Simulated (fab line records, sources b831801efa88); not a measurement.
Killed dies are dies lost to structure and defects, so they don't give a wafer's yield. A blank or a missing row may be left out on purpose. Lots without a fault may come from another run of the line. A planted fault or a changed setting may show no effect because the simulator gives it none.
fab line records | flow sky130
record lots=14 wafers=42 last_day=50
route steps=708 shown FIELD_ISO@26 SONOS_TUNNEL@163 SONOS_ONO@181 LDD_P@265
lots that met no fault: from a run of the same line without faults
start_h: hours from the record's first day to the start of the lot's first wafer shown | wait_h: hours since the lot's step before | " the same as in the row above | L1.1+2: a row that stands for several wafers | - no value, or no start given | * or withheld: withheld | < > ~ a bound
route shown NAME@n: a module of which the file shows steps, and the number in the route of the first | usual: mean/standard deviation of fault-free wafers | same: alike in all rows | chamber/n: place in a boat | sites: the reading at each site | _std_site: their standard deviation | _edge_site: outer sites' mean less inner sites' | radius_mm: how far each site lies from the wafer's centre | mask NAME#n: copy n | behind: the tool/chamber that last shaped the wafer | hold: why the lot was held/for how many hours/how that ended | device: the transistor (n, p or np) that didn't switch | end of line: the same wafers' tests at the end of the route | a step without rows: its recipe alone | killed: dies lost to structure and defects at the first sort, not the wafer's yield | map: a wafer's dies, x killed, . not, _ none there
set.NAME: the setting as run; set.NAME@STEP: as run at that earlier step | model.NAME: the simulator's own value behind a step, which no gauge read
steps of the route over a sample of lots; a table a step, a row a wafer
services: from which hour (start_h, from the record's first day; less than 0 if before it) a tool's chamber was out of use, for how many hours, and why
## steps
# step SKY_FIELD_ISO_THK_MEAS_25
# recipe reads=SiO2_of_FIELD_ISO_CVD_24
# usual FIELD_ISO_CVD_24_THK=596/7.2
# columns lot.wafer tool chamber start_h wait_h FIELD_ISO_CVD_24_THK[nm]
L381.1 film_metro-01 - 30.50 0.0 598
L381.3 " - " " 599
L381.5 " - " " 601
L382.1 film_metro-01 - 39.03 0.0 599
L382.4 " - " " 601
L382.6 " - " " 599
L384.2 film_metro-04 - 47.00 0.0 584
L384.3 " - " " 594
L384.5 " - " " 583
L386.1 film_metro-02 - 58.54 0.1 585
L386.2 " - " " 592
L386.4 " - " " 591
L388.1 film_metro-04 - 68.59 0.0 599
L388.3 " - " " 598
L388.5 " - " " 593
L389.4 film_metro-01 - 72.41 0.0 599
L389.5 " - " " 600
L389.6 " - " " 609
L391.1 film_metro-01 - 82.01 0.0 593
L391.3 " - " " 597
L391.5 " - " " 602
L395.1 film_metro-01 - 105.29 0.0 593
L395.3 " - " " 585
L395.6 " - " " 585
L399.3 film_metro-04 - 125.57 0.1 606
L399.4 " - " " 593
L399.5 " - " " 603
L400.3 film_metro-01 - 130.68 0.1 592
L400.4 " - " " 588
L400.6 " - " " 604
L401.1 film_metro-04 - 135.31 0.0 590
L401.3 " - " " 585
L401.5 " - " " 587
L402.1 film_metro-01 - 142.27 0.0 581
L402.4 " - " " 591
L402.6 " - " " 586
L403.1 film_metro-02 - 147.80 0.0 601
L403.5 " - " " 593
L403.6 " - " " 597
L404.3 film_metro-02 - 156.18 0.1 604
L404.4 " - " " 584
L404.5 " - " " 610
# step SKY_SONOS_TUNNEL_IMPLANT_09
# recipe species=B energy_kev=20 dose_cm2=1e+12 tilt_deg=withheld
# usual beam_energy_keV=20.000/0.0069
# columns lot.wafer tool chamber start_h wait_h beam_energy_keV
L381.1 implanter-04 0 254.15 0.0 19.999
L381.3 " 0 " " 19.999
L381.5 " 0 " " 19.999
L382.1 implanter-01 0 264.71 0.1 20.005
L382.4 " 0 " " 19.980
L382.6 " 0 " " 19.992
L384.2 implanter-03 0 275.42 0.0 20.000
L384.3 " 0 " " 19.996
L384.5 " 0 " " 19.994
L386.1 implanter-01 0 290.76 0.0 20.003
L386.2 " 0 " " 19.998
L386.4 " 0 " " 20.016
L388.1 implanter-04 0 306.66 0.0 20.008
L388.3 " 0 " " 20.007
L388.5 " 0 " " 20.006
L389.4 implanter-04 0 315.92 0.1 20.000
L389.5 " 0 " " 20.005
L389.6 " 0 " " 19.998
L391.1 implanter-04 0 327.41 0.0 21.263
L391.3 " 0 " " 21.273
L391.5 " 0 " " 21.276
L395.1 implanter-04 0 361.71 0.0 21.258
L395.3 " 0 " " 21.270
L395.6 " 0 " " 21.275
L399.3 implanter-01 0 394.54 0.1 19.995
L399.4 " 0 " " 19.996
L399.5 " 0 " " 19.998
L400.3 implanter-01 0 403.50 0.1 19.994
L400.4 " 0 " " 19.985
L400.6 " 0 " " 20.001
L401.1 implanter-03 0 410.25 0.0 19.995
L401.3 " 0 " " 20.003
L401.5 " 0 " " 20.011
L402.1 implanter-03 0 428.01 0.0 20.013
L402.4 " 0 " " 20.002
L402.6 " 0 " " 20.016
L403.1 implanter-03 0 442.66 0.0 20.006
L403.5 " 0 " " 19.996
L403.6 " 0 " " 20.004
L404.3 implanter-04 0 451.31 0.1 20.009
L404.4 " 0 " " 20.003
L404.5 " 0 " " 20.005
# step SKY_SONOS_ONO_CD_MEAS_13
# recipe target_cd_nm=410
# usual cd_nm=409.3/2.3
# columns lot.wafer tool chamber start_h wait_h cd_nm
L381.1 cd_sem-02 - 283.90 0.1 405.5
L381.3 " - " " 409.0
L381.5 " - " " 407.1
L382.1 cd_sem-02 - 293.45 0.1 408.9
L382.4 " - " " 407.6
L382.6 " - " " 409.5
L384.2 cd_sem-02 - 307.00 0.1 412.1
L384.3 " - " " 408.0
L384.5 " - " " 413.2
L386.1 cd_sem-02 - 321.20 0.1 408.1
L386.2 " - " " 410.4
L386.4 " - " " 411.7
L388.1 cd_sem-01 - 346.08 0.1 411.0
L388.3 " - " " 411.0
L388.5 " - " " 411.2
L389.4 cd_sem-01 - 351.80 0.1 413.5
L389.5 " - " " 408.7
L389.6 " - " " 410.5
L391.1 cd_sem-02 - 360.15 0.1 406.3
L391.3 " - " " 407.4
L391.5 " - " " 407.5
L395.1 cd_sem-01 - 396.84 0.1 407.6
L395.3 " - " " 408.6
L395.6 " - " " 407.7
L399.3 cd_sem-01 - 428.18 0.1 408.2
L399.4 " - " " 410.0
L399.5 " - " " 408.8
L400.3 cd_sem-01 - 438.29 0.1 408.5
L400.4 " - " " 410.9
L400.6 " - " " 410.7
L401.1 cd_sem-01 - 446.44 0.1 409.7
L401.3 " - " " 408.5
L401.5 " - " " 412.8
L402.1 cd_sem-02 - 463.03 0.1 410.4
L402.4 " - " " 410.1
L402.6 " - " " 411.3
L403.1 cd_sem-01 - 476.95 0.1 410.5
L403.5 " - " " 410.1
L403.6 " - " " 410.9
L404.3 cd_sem-01 - 487.47 0.1 406.6
L404.4 " - " " 407.3
L404.5 " - " " 406.0
# step SKY_LDD_P_STRIP_10
# recipe chemistry=O2/N2 power_w=1400 pressure_mtorr=1500 platen_temp_c=withheld o2_flow_sccm=3000 n2_flow_sccm=300 overash_fraction=0.5
# usual drypump_motor_current_A=5.99/0.28 oes_product_au=0.715/0.0049 strip_time_to_endpoint_s=14.20/0.041
# columns lot.wafer tool chamber start_h wait_h drypump_motor_current_A oes_product_au rf_hours_counter_h strip_time_to_endpoint_s
L381.1 plasma_asher-02 0 434.99 0.1 6.03 0.717 65 14.22
L381.3 " 1 " " 6.32 0.709 - 14.23
L381.5 " 1 " " 6.30 0.723 - 14.21
L382.1 plasma_asher-02 0 444.96 0.1 6.08 0.718 65 14.23
L382.4 " 1 " " 6.32 0.707 - 14.19
L382.6 " 1 " " 6.33 0.711 - 14.20
L384.2 plasma_asher-02 0 463.16 0.1 6.08 0.712 67 14.16
L384.3 " 1 " " 6.30 0.708 - 14.20
L384.5 " 0 " " 6.06 0.706 - 14.17
L386.1 plasma_asher-02 0 481.64 0.1 6.04 0.723 70 14.15
L386.2 " 1 " " 6.32 0.717 70 14.15
L386.4 " 1 " " 6.32 0.718 - 14.16
L388.1 plasma_asher-03 1 508.59 0.1 6.17 0.717 37 14.19
L388.3 " 0 " " 5.72 0.714 - 14.16
L388.5 " 0 " " 5.72 0.723 - 14.17
L389.4 plasma_asher-03 0 512.29 0.1 5.72 0.714 - 14.25
L389.5 " 1 " " 6.20 0.714 - 14.17
L389.6 " 0 " " 5.70 0.714 - 14.22
L391.1 plasma_asher-02 0 523.18 0.1 6.09 0.713 74 14.17
L391.3 " 0 " " 6.07 0.712 - 14.17
L391.5 " 1 " " 6.37 0.716 - 14.12
L395.1 plasma_asher-01 0 562.66 0.1 5.80 0.713 88 14.22
L395.3 " 1 " " 5.41 0.719 - 14.25
L395.6 " 0 " " 5.81 0.717 - 14.25
L399.3 plasma_asher-03 1 591.66 0.1 6.17 0.713 - 14.18
L399.4 " 0 " " 5.72 0.712 - 14.21
L399.5 " 1 " " 6.20 0.715 - 14.20
L400.3 plasma_asher-03 0 601.27 0.1 5.71 0.718 - 14.25
L400.4 " 1 " " 6.19 0.718 - 14.27
L400.6 " 1 " " 6.19 0.721 - 14.28
L401.1 plasma_asher-02 0 607.33 0.1 6.07 0.717 83 14.19
L401.3 " 0 " " 6.05 0.705 - 14.19
L401.5 " 1 " " 6.28 0.710 - 14.19
L402.1 plasma_asher-03 0 623.26 0.1 5.71 0.708 47 14.19
L402.4 " 1 " " 6.16 0.712 - 14.14
L402.6 " 1 " " 6.15 0.720 - 14.18
L403.1 plasma_asher-01 1 637.01 0.1 5.49 0.704 95 14.15
L403.5 " 1 " " 5.50 0.706 - 14.14
L403.6 " 0 " " 5.78 0.714 - 14.14
L404.3 plasma_asher-02 0 646.77 0.1 6.06 0.711 - 14.23
L404.4 " 1 " " 6.33 0.719 - 14.21
L404.5 " 0 " " 6.04 0.725 - 14.18
## services
# columns tool chamber start_h hours kind
implanter-01 - 235.98 5.3 repair
implanter-04 - 262.56 2.2 repair
implanter-03 - 290.48 4.1 pm
implanter-03 - 295.43 5.0 repair
plasma_asher-03 - 373.65 14.6 pm
implanter-03 - 414.65 2.5 repair
implanter-04 - 423.47 4.1 pm
implanter-03 - 459.59 5.9 repair
plasma_asher-01 - 473.88 1.2 repair
implanter-01 - 477.80 3.5 repair
implanter-04 - 486.94 24.7 repair
plasma_asher-01 - 491.65 4.8 repair
plasma_asher-03 - 522.08 15.6 pm
implanter-01 - 524.51 4.2 pm
plasma_asher-01 - 527.63 2.8 pm
plasma_asher-02 - 581.26 2.8 pm
implanter-04 - 608.93 2.4 repair
plasma_asher-02 - 619.50 15.6 pm
plasma_asher-03 - 643.88 1.2 repair
## key
first_sign step=SKY_SONOS_TUNNEL_IMPLANT_09 reading=beam_energy_keV direction=up sigmas=99+ usual=* struck=*
effect none on later readings
met_at SKY_SONOS_TUNNEL_IMPLANT_09
struck_lots L391,L395
sort_left_out L391.1,L391.3,L391.5
tester_left_out L391,L395
not_acting_at SKY_FIELD_ISO_THK_MEAS_25,SKY_SONOS_ONO_CD_MEAS_13,SKY_LDD_P_STRIP_10
onset_between 315.92 327.41
fault kind=process_parameter_drift tool=implanter-04 chamber=- onset_h=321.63 steps=SKY_SONOS_TUNNEL_IMPLANT_09 channel=energy_kev offset=* shape=step end_h=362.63 acts_in=* stated=*
# tester_left_out: of these lots the tester's yield and bins aren't shown, on N5 and GAA mostly nor the transistor test; their killed dies are dies lost to structure and defects alone, not to doping, threshold or leakage, so they don't give the yield
# sort_left_out: the simulated sort isn't trusted on such a fault, so these wafers' sort isn't shown, and their yield isn't known
